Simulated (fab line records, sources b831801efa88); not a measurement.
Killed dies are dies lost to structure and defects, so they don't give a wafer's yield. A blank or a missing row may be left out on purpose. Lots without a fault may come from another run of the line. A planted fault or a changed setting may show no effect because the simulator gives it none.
fab line records | flow sky130
record lots=4 wafers=12 last_day=50
route steps=708 shown SD_N@351 SALICIDE@361 LI_CONTACT@362 LOCAL_INTERCONNECT@387 PAD_OPEN@708
lots that met no fault: from a run of the same line without faults
start_h: hours from the record's first day to the start of the lot's first wafer shown | wait_h: hours since the lot's step before | " the same as in the row above | L1.1+2: a row that stands for several wafers | - no value, or no start given | * or withheld: withheld | < > ~ a bound
route shown NAME@n: a module of which the file shows steps, and the number in the route of the first | usual: mean/standard deviation of fault-free wafers | same: alike in all rows | chamber/n: place in a boat | sites: the reading at each site | _std_site: their standard deviation | _edge_site: outer sites' mean less inner sites' | radius_mm: how far each site lies from the wafer's centre | mask NAME#n: copy n | behind: the tool/chamber that last shaped the wafer | hold: why the lot was held/for how many hours/how that ended | device: the transistor (n, p or np) that didn't switch | end of line: the same wafers' tests at the end of the route | a step without rows: its recipe alone | killed: dies lost to structure and defects at the first sort, not the wafer's yield | map: a wafer's dies, x killed, . not, _ none there
set.NAME: the setting as run; set.NAME@STEP: as run at that earlier step | model.NAME: the simulator's own value behind a step, which no gauge read
lots at some steps of the route; a table a step, a row a wafer
services: from which hour (start_h, from the record's first day; less than 0 if before it) a tool's chamber was out of use, for how many hours, and why
## steps
# step SKY_SD_N_IMPLANT_09
# recipe species=As energy_kev=49.55 dose_cm2=4e+15 tilt_deg=0
# step SKY_SD_N_IMPLANT_10
# recipe species=P energy_kev=20 dose_cm2=1e+14 tilt_deg=0
# step SKY_SD_N_STRIP_11
# recipe chemistry=O2/N2 power_w=1400 pressure_mtorr=1500 platen_temp_c=withheld o2_flow_sccm=3000 n2_flow_sccm=300 overash_fraction=0.5
# step SKY_SD_N_CLEAN_13
# recipe chemistry=SC1/SC2 mix=1:4:20 temp_c=70 time_s=150 dry=n2_spin
# step SKY_SD_N_RTA_14
# recipe temp_c=1075 time_s=2 idle_temp_c=650 ramp_up_c_per_s=150 ramp_down_c_per_s=90 ambient=N2
# step SKY_SALICIDE_CLEAN_00
# recipe chemistry=HF-last time_s=30 dilution=100:1 dry=ipa_marangoni
# step SKY_LI_CONTACT_HDPCVD_00
# recipe material=PSG target_thk_nm=930 sigma_open_frac=0.3 time_s=155 temp_c=600 sih4_flow_sccm=60 pressure_mtorr=6
# usual pressure_mtorr=5.999/0.011 susceptor_temp_C=599.97/0.3
# columns lot.wafer tool chamber start_h wait_h pressure_mtorr susceptor_temp_C
L624.1 hdpcvd-02 2 688.66 0.0 5.997 599.87
L624.2 " 1 " " 6.010 599.89
L624.3 " 0 " " 5.999 599.89
L630.2 hdpcvd-01 2 738.26 0.0 6.000 600.52
L630.3 " 0 " " 5.990 600.01
L630.5 " 1 " " 6.008 600.28
L631.4 hdpcvd-01 2 743.03 0.1 6.005 600.74
L631.5 " 1 " " 6.008 599.80
L631.6 " 2 " " 6.004 600.16
L643.3 hdpcvd-02 1 827.74 0.0 6.004 600.03
L643.4 " 0 " " 6.018 599.96
L643.5 " 2 " " 6.003 599.49
# step SKY_LI_CONTACT_CMP_02
# recipe material=PSG down_force_psi=4 platen_rpm=60 pad_velocity_m_s=0.94248
# step SKY_LI_CONTACT_DEHYDRATE_04
# recipe temp_c=200 time_s=60
# step SKY_LI_CONTACT_HMDS_05
# recipe prime_time_s=60 prime_temp_c=120
# step SKY_LI_CONTACT_COAT_06
# recipe resist=BARC temp_c=withheld time_s=withheld spin_rpm=3000 resist_thk_nm=60
# step SKY_LI_CONTACT_COAT_07
# recipe resist=KrF-thick spin_rpm=3000 resist_thk_nm=450
# step SKY_LI_CONTACT_SOFTBAKE_08
# recipe temp_c=100 time_s=92.71 resist=KrF-thick
# step SKY_LI_CONTACT_EXPOSE_09
# recipe mask_id=LICM1 na=0.8 source_shape=annular sigma_inner=0.55 sigma_outer=0.85 target_cd_nm=170 dose_mj=38
# step SKY_LI_CONTACT_PEB_10
# recipe peb_temp_c=withheld peb_time_s=withheld resist=KrF-thick
# step SKY_LI_CONTACT_DEVELOP_11
# recipe develop_time_s=60 resist=KrF-thick dev_temp_c=21
# step SKY_LI_CONTACT_ETCH_14
# recipe chemistry=N2/H2 target=BARC ion_energy_ev=200 source_w=500 bias_w=100 pressure_mtorr=30 n2_flow_sccm=100 h2_flow_sccm=200 stop_on=SiO2 time_s=45.9 target_depth_a=600
# step SKY_LI_CONTACT_ETCH_15
# recipe target=PSG chemistry=C4F8/O2/Ar stop_on=Si taper_deg=4.15 mask_material=KrF-thick source_w=1500 bias_w=1200 pressure_mtorr=40 c4f8_flow_sccm=withheld O2_flow_sccm=6 Ar_flow_sccm=300 time_s=withheld target_depth_a=6000
# step SKY_LI_CONTACT_STRIP_16
# recipe chemistry=O2/N2 power_w=1400 pressure_mtorr=1500 platen_temp_c=withheld o2_flow_sccm=3000 n2_flow_sccm=300 overash_fraction=0.5
# step SKY_LI_CONTACT_CLEAN_17
# recipe chemistry=NMP time_s=600 temp_c=60 dry=n2_spin
# step SKY_LI_CONTACT_PRE_CLEAN_18
# recipe gas=Ar time_s=5.6 bias_v=358
# step SKY_LI_CONTACT_SPUTTER_19
# recipe material=Ti target_thk_nm=20 chamber_pressure_pa=5 power_w=2500 substrate_temp_c=200 time_s=106.37
# step SKY_LI_CONTACT_SPUTTER_20
# recipe material=TiN target_thk_nm=20 chamber_pressure_pa=5 power_w=4000 time_s=80
# step SKY_LI_CONTACT_CVD_21
# recipe material=W target_thk_nm=400 time_s=120.56 temp_c=400 pressure_torr=40
# step SKY_LI_CONTACT_CMP_24
# recipe stop_on=PSG t_overpolish_s=20 down_force_psi=3.5 platen_rpm=60 target_thk_nm=0 pad_velocity_m_s=0.94248
# step SKY_LOCAL_INTERCONNECT_SPUTTER_00
# recipe material=TiN target_thk_nm=100 temp_c=300 power_w=6500 time_s=83.3 chamber_pressure_pa=0.4
# step SKY_LOCAL_INTERCONNECT_DEHYDRATE_03
# recipe temp_c=200 time_s=60
# step SKY_LOCAL_INTERCONNECT_HMDS_04
# recipe prime_time_s=60 prime_temp_c=120
# step SKY_PAD_OPEN_PROBE_99
# usual killed_at_M0_to_M3=44/7.3 killed_at_M4_up=3.3/1.8 killed_at_contacts=24/5.3 killed_at_front_end=16/5 killed_at_other=0.2/0.51 killed_dies=87/10 killed_open=47/7.5 killed_short=40/6.3
# same gross_dies=492 killed_at_back_side=0
# columns lot.wafer tool chamber start_h wait_h killed_at_M0_to_M3 killed_at_M4_up killed_at_contacts killed_at_front_end killed_at_other killed_dies killed_open killed_short
L624.1 prober-02 - 1112.15 0.1 45 3 21 22 0 91 44 47
L624.2 prober-02 - 1112.20 0.1 57 3 26 7 0 93 58 35
L624.3 prober-02 - 1112.25 0.2 48 0 22 14 1 85 43 42
L630.2 prober-02 - 1144.55 0.1 33 5 53 16 0 107 35 43
L630.3 prober-02 - 1144.60 0.2 35 2 33 13 0 83 36 28
L630.5 prober-02 - 1144.70 0.2 40 3 57 11 1 112 40 35
L631.4 prober-01 - 1147.61 0.2 42 4 66 17 0 129 52 47
L631.5 prober-01 - 1147.66 0.2 32 4 64 12 2 114 35 41
L631.6 prober-01 - 1147.71 0.2 34 2 54 18 0 108 34 44
# killed by level:class
L624.1 VIA1:geometric_particle:open=12 CONTACT:geometric_particle:open=8 VIA1:geometric_particle:short=7 METAL2:geometric_particle:short=6 FIELD_ISO:geometric_particle:short=5 POLY_GATE:geometric_particle:open=5 CONTACT:geometric_particle:short=5 SPACER:geometric_particle:short=4
L624.2 VIA1:geometric_particle:open=16 VIA2:geometric_particle:open=8 VIA3:geometric_particle:open=7 CONTACT:geometric_particle:open=7 LI_CONTACT:geometric_particle:open=6 LOCAL_INTERCONNECT:geometric_particle:short=5 METAL1:geometric_particle:short=5 CONTACT:geometric_particle:short=4
L624.3 VIA1:geometric_particle:open=14 LI_CONTACT:geometric_particle:open=9 VIA3:geometric_particle:open=8 METAL1:geometric_particle:short=7 LI_CONTACT:geometric_particle:short=4 CONTACT:geometric_particle:open=4 METAL3:geometric_particle:short=4 VIA3:geometric_particle:short=4
L630.2 LI_CONTACT:unspecified=29 CONTACT:geometric_particle:open=10 VIA1:geometric_particle:short=7 POLY_GATE:geometric_particle:short=6 METAL1:geometric_particle:short=6 VIA3:geometric_particle:open=6 POLY_GATE:geometric_particle:open=5 LI_CONTACT:geometric_particle:open=5
L630.3 LI_CONTACT:unspecified=19 VIA1:geometric_particle:open=8 FIELD_ISO:geometric_particle:short=5 FIELD_ISO:geometric_particle:open=5 VIA1:geometric_particle:short=5 LI_CONTACT:geometric_particle:open=4 CONTACT:geometric_particle:open=4 CONTACT:geometric_particle:short=4
L630.5 LI_CONTACT:unspecified=37 VIA1:geometric_particle:open=9 CONTACT:geometric_particle:short=7 VIA2:geometric_particle:open=6 VIA3:geometric_particle:open=6 POLY_GATE:geometric_particle:short=5 LI_CONTACT:geometric_particle:open=5 CONTACT:geometric_particle:open=5
L631.4 LI_CONTACT:unspecified=30 LI_CONTACT:geometric_particle:open=12 CONTACT:geometric_particle:open=8 CONTACT:geometric_particle:short=6 METAL1:geometric_particle:short=6 FIELD_ISO:geometric_particle:open=5 VIA2:geometric_particle:open=5 LOCAL_INTERCONNECT:geometric_particle:short=5
L631.5 LI_CONTACT:unspecified=38 VIA1:geometric_particle:open=7 CONTACT:geometric_particle:open=7 LI_CONTACT:geometric_particle:open=7 LOCAL_INTERCONNECT:geometric_particle:short=7 VIA3:geometric_particle:open=6 FIELD_ISO:geometric_particle:short=5 METAL1:geometric_particle:short=5
L631.6 LI_CONTACT:unspecified=30 LI_CONTACT:geometric_particle:open=7 METAL2:geometric_particle:short=7 FIELD_ISO:geometric_particle:open=6 VIA1:geometric_particle:open=6 POLY_GATE:geometric_particle:short=5 LOCAL_INTERCONNECT:geometric_particle:short=5 CONTACT:geometric_particle:short=5
# map L630.5 (x killed, . not)
__________....x....._________
________...x.........._______
______.x.xxx............_____
_____...x..x.xx..x..x....____
____...........x.........x___
___...xx............x......__
__.xx..x.x...........x......_
_.......x....x.......x......x
_x..xx........x..........x..x
_x........x..x.......x.......
_.xx....x.........xx...x.....
_.x...x........xx...x.....x..
_...xx......xx..x.x...x......
_...........xx......xxxx.....
_....................xxxxxx..
__.................xxxxxxxx._
___.........x.......xxxxxxx__
____xx.x...x..x.x..xxxxxxx___
_____.......x...x..x.xxxx____
______..x..x...x..x.xxxx_____
________...........x.._______
__________.........._________
# map L631.4 (x killed, . not)
__________.......x.._________
________.x............_______
______....x..x.x....x..._____
_____......x.............____
____...xx..xx.......x.....___
___....x.xx....xx.......x..__
__........x........x.xxx..x._
_.........x....x....xxx...x.x
_.x...x....x......x..x.......
_..xx......x.......x..xx.x..x
_....xx............x.x.....x.
_..............x..x...xxxx.x.
_...xxx....x...x.x.xxx..x..x.
_......x.x..x..x..xx.....x...
_..x...x........xxx..x.......
__....x....x.......x..x....x_
___.xxxxxx..x...x..xxx.....__
____xxxxxxxx....x.......x.___
_____xxxxxxx.........x...____
______xxxxx....x.x....x._____
________xxx....x.....x_______
__________x..x......_________
## services
# columns tool chamber start_h hours kind
hdpcvd-01 0 665.75 - clean
hdpcvd-01 1 665.75 - clean
hdpcvd-01 2 665.75 - clean
hdpcvd-01 0 742.52 7.2 repair
hdpcvd-01 - 757.32 14.6 pm
hdpcvd-02 0 763.86 3.7 repair
## key
first_sign step=SKY_PAD_OPEN_PROBE_99 reading=killed_at_contacts direction=up sigmas=5.8 usual=24 struck=54
effect step=SKY_PAD_OPEN_PROBE_99 reading=killed_dies direction=up sigmas=2.1 usual=87 struck=109 wafers_moved=5
met_at SKY_LI_CONTACT_HDPCVD_00
struck_wafers L630.2,L630.3,L630.5,L631.4,L631.5,L631.6
tester_left_out L630,L631
fault kind=chamber_particle_source tool=hdpcvd-01 chamber=- onset_h=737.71 steps=SKY_LI_CONTACT_HDPCVD_00 rate_per_visit_cm2=0.82809 end_h=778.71
# tester_left_out: of these lots the tester's yield and bins aren't shown, on N5 and GAA mostly nor the transistor test; their killed dies are dies lost to structure and defects alone, not to doping, threshold or leakage, so they don't give the yield
